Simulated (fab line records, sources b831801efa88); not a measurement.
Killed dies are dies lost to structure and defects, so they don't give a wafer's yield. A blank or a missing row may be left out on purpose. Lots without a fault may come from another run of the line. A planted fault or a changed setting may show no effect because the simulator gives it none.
A struck lot beside a sound one | flow sky130 | 17 steps out of a route of 708
Sound: wafers L418.1, L418.4, L418.6. Struck: wafers L426.4, L426.5, L426.6. The cause comes at the end.
At each step with rows: each side's tool, then ch and its chambers, then its first start. Under that, the readings that differ: sound wafers | struck wafers | difference of the means | sigmas: that difference in standard deviations of wafers without a fault.
alike: readings whose means differ by less than 2 such deviations, and words and numbers that are the same on both sides. not compared: withheld readings, readings that some wafer has no value for, bounds like >300 that may hide the same value, and numbers for which the record gives no deviation and whose values overlap.
The two part at a step that has a row with sigmas, a row that says differs or no value, or rows on one side only. Numbers that don't overlap but have no deviation are shown without sigmas and don't part them. A reading that every wafer of one side lacks parts them only if that side has two wafers or more.

first, 2 steps without rows for these wafers: SKY_NWELL_IMPLANT_12; SKY_NWELL_IMPLANT_13.
SKY_NWELL_STRIP_14: strips in O2/N2.
  sound on plasma_asher-02 ch 0,1, day 7 19:44; struck on plasma_asher-03 ch 0,1, day 10 01:40
  alike: drypump_motor_current_A, oes_product_au, strip_time_to_endpoint_s
  not compared: rf_hours_counter_h
SKY_NWELL_TW_MEAS_15:
  sound on film_metro-04, day 7 19:50; struck on film_metro-01, day 10 01:46
  alike: NWELL_TW
then, 7 steps without rows for these wafers: SKY_NWELL_DEHYDRATE_16 (time 60 s); SKY_NWELL_HMDS_17 (prime time 60 s); SKY_NWELL_COAT_18 (resist thk 3000 nm); SKY_NWELL_SOFTBAKE_19; SKY_NWELL_EXPOSE_20 (exposes mask NWM COMPLEMENT, target cd 840 nm); SKY_NWELL_PEB_21; SKY_NWELL_DEVELOP_22 (develop time 60 s).
SKY_NWELL_OVL_MEAS_23:
  sound on overlay-02, day 8 15:17; struck on overlay-01, day 11 00:44
  alike: NWELL_01_OVL
SKY_NWELL_IMPLANT_24:
  sound on implanter-03 ch 0, day 8 15:20; struck on implanter-02 ch 0, day 11 00:50
  alike: beam_energy_keV, dose_ions_cm2
SKY_NWELL_STRIP_25: strips in O2/N2.
  sound on plasma_asher-04 ch 0,1, day 8 15:29; struck on plasma_asher-03 ch 0,1, day 11 00:56
  alike: drypump_motor_current_A, oes_product_au, strip_time_to_endpoint_s
  not compared: rf_hours_counter_h
SKY_NWELL_TW_MEAS_26:
  sound on film_metro-02, day 8 15:35; struck on film_metro-02, day 11 01:02
  reading    | sound             | struck            | difference | sigmas
  NWELL_2_TW | 498.3 496.5 499.1 | 484.5 485.5 487.8 | -12.0      | -4
then, 1 step without rows for these wafers: SKY_NWELL_CLEAN_27 (cleans in SC1/SC2, time 150 s).
-- the record jumps here: 40 days lie between the struck wafers' starts before and after (it left off in module NWELL and takes up again in module PAD_OPEN, whose first step shown is number 708 of the route) --
SKY_PAD_OPEN_PROBE_99:
  sound on prober-02, day 48 19:46; struck on prober-02, day 50 18:27
  reading                                                    | sound                       | struck                        | difference | sigmas
  model.etest.pfet_16v.r_on_ohm_um                           | 1.48e+04 1.46e+04 1.466e+04 | 1.615e+04 1.626e+04 1.618e+04 | +1.510e+03 |
  model.etest.res_iso_pwell.rs_ohm_sq                        | 2813 2791 2792              | 3372 3412 3407                | +598       |
  model.etest.res_pwell_under_gate.rs_ohm_sq                 | 2271 2277 2281              | 2462 2456 2472                | +187       |
  model.etest.res_pwell_under_gate.rs_ohm_sq_range           | 35.54 93.24 48.45           | 201.9 180.8 189.1             | +131.5     |
  model.etest.res_iso_pwell.line_ohm_um                      | 1048 1054 1045              | 1269 1297 1280                | +233       |
  model.etest.res_pwell_under_gate.rs_ohm_sq_rim_less_centre | 10.88 57.72 18.86           | -107.1 -56.47 -86.11          | -112.4     |
  model.etest.pfet_16v.drive_ua_um                           | 251.9 251.6 250.9           | 228.7 229.2 231.1             | -21.8      |
  model.etest.field_n.vt_v (V)                               | 35.4 35.09 35.18            | 34.01 33.99 34.11             | -1.19      |
  alike: killed_at_M0_to_M3, killed_at_M4_up, killed_at_contacts, killed_at_front_end, killed_at_other, killed_dies, killed_open, killed_short

WHERE THEY PART
Only at SKY_NWELL_TW_MEAS_26, within this record. Later steps at which nothing parts them and some readings are alike: SKY_PAD_OPEN_PROBE_99.

WHY: what the simulator had put in
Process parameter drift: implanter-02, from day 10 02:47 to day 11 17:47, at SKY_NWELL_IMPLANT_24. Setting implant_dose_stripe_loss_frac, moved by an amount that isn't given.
